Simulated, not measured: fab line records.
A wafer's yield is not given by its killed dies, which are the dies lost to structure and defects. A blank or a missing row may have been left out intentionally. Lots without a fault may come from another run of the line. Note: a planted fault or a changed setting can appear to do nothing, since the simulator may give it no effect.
A struck lot beside a sound one -- flow sky130 -- 16 steps out of a route of 708
Sound: wafers L380.3, L380.5, L380.6. The struck wafers were L395.2, L395.4, L395.5. The cause comes at the end.
Each step with rows lists, per side, the tool, then ch with its chambers, then its first start. Under that, the readings that differ: sound wafers -- struck wafers -- difference of the means -- sigmas: that difference in standard deviations of wafers without a fault.
alike: same words and numbers on both sides, and readings whose means sit less than 2 such deviations apart. not compared: any withheld reading, any reading some wafer has no value for, any bound like >300 that may hide the same value, and any number with overlapping values for which the record gives no deviation.
The two part at a step that has a row with sigmas, a row that says differs or no value, or rows on one side only. Numbers that don't overlap but have no deviation are shown without sigmas and don't part them. A reading that every wafer of one side lacks parts them only if that side has two wafers or more.

first, 1 step without rows for these wafers: SKY_VT_ADJUST_LVTN_IMPLANT_19.
SKY_VT_ADJUST_LVTN_STRIP_20: strips in O2/N2.
  sound on plasma_asher-01 ch 0,1, day 9 15:47; struck on plasma_asher-01 ch 1, day 14 07:17
reading,sound,struck,difference,sigmas
strip_time_to_endpoint_s (s),14.26 14.24 14.25,14.14 14.15 14.13,-0.11,-3
  alike: drypump_motor_current_A, oes_product_au
  not compared: rf_hours_counter_h
SKY_VT_ADJUST_LVTN_TW_MEAS_21:
  struck on film_metro-04, day 14 07:24; sound on film_metro-04, day 9 15:52
  alike: VT_ADJUST_LVTN_2_TW
then, 7 steps without rows for these wafers: SKY_VT_ADJUST_NCORE_DEHYDRATE_00 (time 60 s); SKY_VT_ADJUST_NCORE_HMDS_01 (prime time 60 s); SKY_VT_ADJUST_NCORE_COAT_02 (resist thk 1140 nm); SKY_VT_ADJUST_NCORE_SOFTBAKE_03 (time 60 s); SKY_VT_ADJUST_NCORE_EXPOSE_04 (exposes mask LVTN COMPLEMENT THIN, target cd 380 nm); SKY_VT_ADJUST_NCORE_PEB_05; SKY_VT_ADJUST_NCORE_DEVELOP_06 (develop time 60 s).
SKY_VT_ADJUST_NCORE_CD_MEAS_07: target cd 380 nm.
  struck on cd_sem-02, day 15 09:40; sound on cd_sem-01, day 10 14:43
  alike: cd_nm
SKY_VT_ADJUST_NCORE_OVL_MEAS_08:
  struck on overlay-01, day 15 09:46; sound on overlay-02, day 10 14:49
  alike: VT_ADJUST_NCORE_OVL
SKY_VT_ADJUST_NCORE_IMPLANT_09:
  sound on implanter-01 ch 0, day 10 14:53; struck on implanter-04 ch 0, day 15 09:49
reading,sound,struck,difference,sigmas
beam_energy_keV,9.9991 9.9973 9.9987,7.7529 7.7561 7.7529,-2.2444,-99 or more
model.implant.rp_nm (nm),32.99 32.99 32.99,26.44 26.44 26.44,-6.55,
model.implant.drp_nm (nm),17.11 17.11 17.11,14.32 14.32 14.32,-2.79,
SKY_VT_ADJUST_NCORE_STRIP_10: strips in O2/N2.
  sound on plasma_asher-01 ch 0,1, day 10 15:01; struck on plasma_asher-03 ch 1, day 15 09:56
  alike: drypump_motor_current_A, oes_product_au, strip_time_to_endpoint_s
  not compared: rf_hours_counter_h
SKY_VT_ADJUST_NCORE_TW_MEAS_11:
  struck on film_metro-03, day 15 10:17; sound on film_metro-01, day 10 15:07
reading,sound,struck,difference,sigmas
VT_ADJUST_NCORE_TW,220.7 220.3 220.3,205.1 204.2 205.2,-15.6,-5
  not compared: hold
-- the record jumps here: 35 days lie between the struck wafers' starts before and after (it left off in module VT_ADJUST_NCORE and takes up again in module PAD_OPEN, whose first step shown is number 708 of the route) --
SKY_PAD_OPEN_PROBE_99:
  struck on prober-01, day 50 21:59; sound on prober-01, day 47 12:40
reading,sound,struck,difference,sigmas
model.etest.nfet_16v.r_on_ohm_um,1.412e+04 1.402e+04 1.412e+04,1.376e+04 1.384e+04 1.375e+04,-3.033e+02,
model.etest.res_pwell_under_gate.rs_ohm_sq,2266 2302 2279,2328 2324 2312,+39,
model.etest.pfet_g5v0d10v5.off_log10_a_um,-12.54 -12.39 -12.66,-13.05 -13.11 -13.19,-0.59,
model.etest.pfet_g5v0d10v5.vt_sat_v (V),-0.639 -0.6248 -0.6508,-0.6661 -0.692 -0.6917,-0.0451,
model.etest.pfet_16v.vt_v (V),-1.109 -1.105 -1.108,-1.149 -1.158 -1.155,-0.047,
model.etest.pfet_g5v0d10v5.vt_long_v (V),-0.9386 -0.931 -0.9371,-0.9689 -0.9747 -0.9758,-0.0376,
model.etest.nfet_g5v0d10v5.body_rise_v (V),0.6734 0.6775 0.6813,0.6525 0.6645 0.6548,-0.0201,
  alike: killed_at_M0_to_M3, killed_at_M4_up, killed_at_contacts, killed_at_front_end, killed_at_other, killed_dies, killed_open, killed_short
  not compared: model.etest.pfet_g5v0d10v5.vt_v

WHERE THEY PART
Earliest at SKY_VT_ADJUST_LVTN_STRIP_20; latest, in this record, at SKY_VT_ADJUST_NCORE_TW_MEAS_11. Later steps at which nothing parts them and some readings are alike: SKY_PAD_OPEN_PROBE_99.

WHY: whatever the simulator had introduced
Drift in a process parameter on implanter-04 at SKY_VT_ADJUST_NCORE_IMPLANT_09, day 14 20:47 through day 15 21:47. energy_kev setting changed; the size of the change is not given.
